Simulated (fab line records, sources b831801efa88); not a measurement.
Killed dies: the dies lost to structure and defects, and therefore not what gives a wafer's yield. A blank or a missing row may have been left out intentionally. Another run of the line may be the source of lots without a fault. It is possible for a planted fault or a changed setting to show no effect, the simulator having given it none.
Chamber matching :: flow gf180mcu :: GF_V5_CMP_04 on cmp-01 has 4 sister chambers
The step polishes SiO2. 4 wafers are shown with their chamber, then 8 later ones without.

## WAFERS WITH THEIR CHAMBER
wafer: L679.4
chamber: 1
motor current A (A): 11.8

wafer: L679.5
chamber: 2
motor current A (A): 9.1

wafer: L679.6
chamber: 3
motor current A (A): 9.3

wafer: L684.1
chamber: 0
motor current A (A): 10.9

## WAFERS WHOSE CHAMBER IS MISSING
wafer: L684.2
motor current A (A): 9.6

wafer: L684.3
motor current A (A): 11.1

wafer: L685.1
motor current A (A): 11.7

wafer: L685.4
motor current A (A): 9.0

wafer: L685.5
motor current A (A): 8.6

wafer: L689.1
motor current A (A): 11.5

wafer: L689.2
motor current A (A): 11.5

wafer: L689.3
motor current A (A): 9.4

## WHICH CHAMBER EACH WENT THROUGH
wafer: L684.2
from the rows above: can't be placed: 3 or 2
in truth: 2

wafer: L684.3
from the rows above: can't be placed: 0 or 1
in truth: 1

wafer: L685.1
from the rows above: 1
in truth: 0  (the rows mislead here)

wafer: L685.4
from the rows above: can't be placed: 2 or 3
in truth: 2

wafer: L685.5
from the rows above: can't be placed: 2 or 3
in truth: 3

wafer: L689.1
from the rows above: can't be placed: 1 or 0
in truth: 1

wafer: L689.2
from the rows above: can't be placed: 1 or 0
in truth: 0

wafer: L689.3
from the rows above: can't be placed: 3 or 2
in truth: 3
Correct placement for 0 of the 8. Not placeable from these rows: 7 (in 7, the candidates include the true chamber). 1 placed wrongly.
How it was worked out, from the rows above alone: a wafer's distance from a chamber is the root of the sum, over the readings, of the square of ((its reading less the chamber's mean) divided by the reading's scatter). The wafer belongs to the nearest chamber; if the next one is less than 2 further off, it can't be placed. A chamber's mean is the mean of its shown wafers. The scatter: root of mean squared gap, hidden wafer to nearest shown wafer, with one shown wafer a chamber.
